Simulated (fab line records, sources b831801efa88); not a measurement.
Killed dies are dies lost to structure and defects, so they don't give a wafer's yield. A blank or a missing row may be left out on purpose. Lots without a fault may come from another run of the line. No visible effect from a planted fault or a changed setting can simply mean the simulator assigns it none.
A single fault, viewed from 2 desks | flow sky130 | numbers are kept per desk, each desk with only its own; the story behind them comes last

## AT THE METROLOGY DESK
Lot by lot, what the gauges showed, no matter which tool ran the lot: averages of those sampled wafers that carry a number. The brackets show how far a lot's mean lies from the usual mean; more than 4 standard deviations puts the lot out of limits, marked OUT.
Columns: A = LI_CONTACT_W_RS at SKY_LI_CONTACT_RS_MEAS_22, usual 0.2850 ohm/sq; B = VIA2_W_RS at SKY_VIA2_RS_MEAS_22, usual 0.273 ohm/sq
lot  | first seen here | A      | B
L393 | day 29 19:09    | 0.2813 | 0.276
L396 | day 30 18:09    | 0.2867 | 0.276
L395 | day 30 20:00    | 0.2837 | 0.270
L397 | day 31 02:58    | 0.2852 | 0.268
L399 | day 31 17:30    | 0.2863 | 0.271
L401 | day 32 02:13    | 0.2865 | 0.274
L402 | day 32 13:33    | 0.2849 | 0.272
L407 | day 34 01:07    | 0.2850 | -
L408 | day 34 07:01    | 0.2780 | -
L410 | day 34 18:55    | 0.2855 | 0.271
L411 | day 35 03:08    | 0.2881 | 0.273
L412 | day 35 13:25    | 0.2837 | 0.279
L416 | day 36 16:39    | 0.2891 | 0.279
This desk found nothing out of limits on any of the 13 lots.

## DESK OF THE TOOL OWNER: hdpcvd-02
The tool's own readings at SKY_VIA2_HDPCVD_00 (deposits SiO2, target thk 1180 nm, time 196.7 s): means of the sampled wafers that have a number, for each lot that ran on this tool. The brackets show how far a lot's mean lies from the usual mean; more than 4 standard deviations puts the lot out of limits, marked OUT.
Columns: A = pressureMtorr at SKY_VIA2_HDPCVD_00, usual 5.999 mTorr; B = runLengthS at SKY_VIA2_HDPCVD_00, usual 225.0 s
lot  | first seen here | A     | B
L396 | day 36 17:49    | 5.991 | 225.2
L399 | day 37 14:37    | 6.004 | 225.2
L402 | day 38 07:46    | 6.008 | 225.2
L410 | day 40 09:35    | 6.007 | 224.8
L411 | day 40 18:59    | 5.996 | 224.8
L412 | day 41 04:05    | 5.988 | 224.8
L416 | day 42 05:44    | 5.994 | 225.0
This desk found nothing out of limits on any of the 7 lots.

## ALL TOGETHER
Metrology desk: nothing out of limits seen.
The desk of the tool owner found nothing out of limits.

## WHAT THE SIMULATOR PUT IN
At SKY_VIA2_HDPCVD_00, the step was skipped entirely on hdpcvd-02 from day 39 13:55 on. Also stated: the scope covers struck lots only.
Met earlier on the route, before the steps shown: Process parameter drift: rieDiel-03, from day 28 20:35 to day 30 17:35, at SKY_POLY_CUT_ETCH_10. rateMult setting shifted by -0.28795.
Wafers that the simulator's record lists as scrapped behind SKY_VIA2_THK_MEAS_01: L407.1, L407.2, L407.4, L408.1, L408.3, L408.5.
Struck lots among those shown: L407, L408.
